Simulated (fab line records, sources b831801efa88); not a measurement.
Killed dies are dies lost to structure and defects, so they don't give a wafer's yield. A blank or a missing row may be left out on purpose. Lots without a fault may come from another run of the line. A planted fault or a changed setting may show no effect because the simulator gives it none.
Which tool did it? | flow gf180mcu | 12 lots, 36 wafers sampled, at 5 steps of a route of 602

WHAT THE GAUGES READ, wafer by wafer
GF_V2_THK_MEAS_25: measures by xrf. Usual: V2_W_THK 358 nm, standard deviation 5.1.
lot  | measured     | on            | V2_W_THK (nm) | flag
L518 | day 20 12:30 | film_metro-03 | 366 360 363   |
L522 | day 21 19:13 | film_metro-03 | 354 358 354   |
L528 | day 24 00:52 | film_metro-04 | 361 363 366   |
L529 | day 24 09:39 | film_metro-03 | 361 367 360   |
L530 | day 24 17:14 | film_metro-01 | 357 356 358   |
L532 | day 25 10:07 | film_metro-03 | 356 353 356   |
L535 | day 26 06:11 | film_metro-01 | 358 357 358   |
L536 | day 26 15:31 | film_metro-03 | 365 367 365   |
L537 | day 26 22:40 | film_metro-04 | 356 359 357   |
L538 | day 27 01:23 | film_metro-01 | 358 359 360   |
L539 | day 27 07:34 | film_metro-03 | 358 355 351   |
L541 | day 28 00:31 | film_metro-04 | 356 356 357   |

GF_V3_CD_MEAS_14: target cd 260 nm. Usual: cd_nm 260.5 nm, standard deviation 1.1.
lot  | measured     | on        | cd_nm (nm)                          | flag
L518 | day 22 14:05 | cd_sem-01 | 259.7 261.0 259.3                   |
L522 | day 23 18:26 | cd_sem-02 | 261.3 260.6 261.0                   |
L528 | day 25 21:23 | cd_sem-01 | 260.0 260.1 261.1                   |
L529 | day 26 06:27 | cd_sem-01 | 268.2 269.9 269.2 268.4 269.8 269.3 | OFF
L530 | day 26 13:29 | cd_sem-02 | 262.2 262.0 261.3                   |
L532 | day 27 05:08 | cd_sem-02 | 268.9 267.9 267.2 268.8 267.9 267.3 | OFF
L535 | day 28 00:46 | cd_sem-02 | 261.1 260.2 260.1                   |
L536 | day 28 10:10 | cd_sem-02 | 259.4 260.1 258.6                   |
L537 | day 28 17:19 | cd_sem-02 | 260.3 260.8 260.2                   |
L538 | day 28 19:24 | cd_sem-02 | 259.0 261.2 258.7                   |
L539 | day 29 01:40 | cd_sem-02 | 262.1 260.5 261.6                   |
L541 | day 29 16:58 | cd_sem-02 | 261.5 259.2 261.3                   |

WHICH TOOL RAN EACH LOT (tool, then ch and the chambers of the sampled wafers, then the start)
lot  | GF_M3_SPUTTER_03             | GF_V3_CVD_02                    | GF_V3_PEB_12
L518 | pvd_sputter-02, day 20 13:01 | pecvd-02 ch 0,1, day 21 14:16   | litho_track-02 ch 0, day 22 13:44
L522 | pvd_sputter-04, day 21 19:44 | pecvd-03 ch 0,2, day 22 19:44   | litho_track-04 ch 0, day 23 18:05
L528 | pvd_sputter-04, day 24 01:23 | pecvd-03 ch 1,2, day 25 00:16   | litho_track-02 ch 0, day 25 21:02
L529 | pvd_sputter-02, day 24 10:10 | pecvd-01 ch 0,2, day 25 09:03   | litho_track-02 ch 0, day 26 06:07
L530 | pvd_sputter-01, day 24 17:44 | pecvd-03 ch 0,1, day 25 16:11   | litho_track-01 ch 0, day 26 13:10
L532 | pvd_sputter-04, day 25 10:38 | pecvd-03 ch 0,1,2, day 26 08:25 | litho_track-02 ch 0, day 27 04:41
L535 | pvd_sputter-01, day 26 06:41 | pecvd-02 ch 0,1,2, day 27 04:30 | litho_track-01 ch 0, day 28 00:26
L536 | pvd_sputter-04, day 26 16:01 | pecvd-03 ch 0,1,2, day 27 13:54 | litho_track-01 ch 0, day 28 09:51
L537 | pvd_sputter-01, day 26 23:11 | pecvd-01 ch 0,1,2, day 27 20:24 | litho_track-04 ch 0, day 28 16:58
L538 | pvd_sputter-01, day 27 01:55 | pecvd-01 ch 0,1, day 27 23:02   | litho_track-01 ch 0, day 28 19:03
L539 | pvd_sputter-02, day 27 08:04 | pecvd-01 ch 0,1,2, day 28 05:32 | litho_track-01 ch 0, day 29 01:21
L541 | pvd_sputter-01, day 28 01:02 | pecvd-01 ch 0,2, day 28 21:38   | litho_track-04 ch 0, day 29 16:37
- GF_M3_SPUTTER_03: material Ti, target thk 10 nm, time 6.7 s.
- GF_V3_CVD_02: deposits SiO2 from TEOS, target thk 850 nm, time 94.851 s.
- GF_V3_PEB_12: peb time 90 s.

WHAT THE TOOLS THEMSELVES READ (means of the sampled wafers that have a number; where no wafer has one, the mark that the record gives instead)
GF_M3_SPUTTER_03. Usual: throttle_valve_pct 29.8 %, standard deviation 0.86.
lot  | tool           | throttle_valve_pct (%) | flag
L518 | pvd_sputter-02 | 30.2                   |
L522 | pvd_sputter-04 | 29.6                   |
L528 | pvd_sputter-04 | 29.8                   |
L529 | pvd_sputter-02 | 29.9                   |
L530 | pvd_sputter-01 | 30.1                   |
L532 | pvd_sputter-04 | 30.6                   |
L535 | pvd_sputter-01 | 29.7                   |
L536 | pvd_sputter-04 | 29.8                   |
L537 | pvd_sputter-01 | 30.0                   |
L538 | pvd_sputter-01 | 29.7                   |
L539 | pvd_sputter-02 | 29.7                   |
L541 | pvd_sputter-01 | 30.3                   |

GF_V3_CVD_02. Usual: heater_power_w 676 W, standard deviation 100.
lot  | tool     | heater_power_w (W) | flag
L518 | pecvd-02 | 646                |
L522 | pecvd-03 | 677                |
L528 | pecvd-03 | 555                |
L529 | pecvd-01 | 665                |
L530 | pecvd-03 | 647                |
L532 | pecvd-03 | 613                |
L535 | pecvd-02 | 666                |
L536 | pecvd-03 | 624                |
L537 | pecvd-01 | 742                |
L538 | pecvd-01 | 826                |
L539 | pecvd-01 | 783                |
L541 | pecvd-01 | 723                |

GF_V3_PEB_12. Usual: heater_power_total_W 85.70 W, standard deviation 0.082; plate_temp_C 134.98 C, standard deviation 0.16.
lot  | tool           | heater_power_total_W (W) | plate_temp_C (C) | flag
L518 | litho_track-02 | 85.67                    | 135.03           |
L522 | litho_track-04 | 85.79                    | 134.98           |
L528 | litho_track-02 | 85.71                    | 135.16           |
L529 | litho_track-02 | 88.68                    | 138.68           | OFF
L530 | litho_track-01 | 85.77                    | 135.09           |
L532 | litho_track-02 | 88.70                    | 138.51           | OFF
L535 | litho_track-01 | 85.67                    | 135.13           |
L536 | litho_track-01 | 85.71                    | 134.87           |
L537 | litho_track-04 | 85.70                    | 134.74           |
L538 | litho_track-01 | 85.71                    | 134.94           |
L539 | litho_track-01 | 85.67                    | 134.94           |
L541 | litho_track-04 | 85.76                    | 134.89           |

THE ANSWER, worked out from the rows above alone
Rule: a lot is off if the mean of its wafers that have a number lies more than 3 standard deviations from the usual mean. A lot without any number at a reading at which 4 lots or more have one is off too. The other lots that the step has rows for count as sound. The gauges are gone through in route order, then the tools' own readings, and for those a lot's mean is taken as printed above. The first step at which some lot is off is used, and at that step the reading that is off furthest; a lot without a number counts as furthest.
Off: L529, L532, at GF_V3_CD_MEAS_14 (cd_nm).
A tool fits if, at a process step before that reading, it ran every lot that is off, and no sound lot after the first of them. The gauges at GF_V3_CD_MEAS_14 aren't tried: what is off there is off at GF_V3_PEB_12 too, on other tools, and a gauge's error can't cause that. One fits: litho_track-02 at GF_V3_PEB_12. Its last sound lot is L528 (day 25 21:02), its first lot that is off L529 (day 26 06:07): a fault that began between those two fits.
The tool's own readings at GF_V3_PEB_12 bear it out: on the lots that are off they differ by more than 5 times the standard deviation of the sound lots' means. heater_power_total_W reads 88.69 W there against 85.72 W on the sound lots; plate_temp_C reads 138.59 C there against 134.98 C on the sound lots.

WHAT THE SIMULATOR HAD PUT IN
Process parameter drift: litho_track-02, from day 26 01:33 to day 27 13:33, at GF_V3_PEB_12. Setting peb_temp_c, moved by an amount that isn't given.
Lots struck among those shown: L529, L532. The rule above found the same.
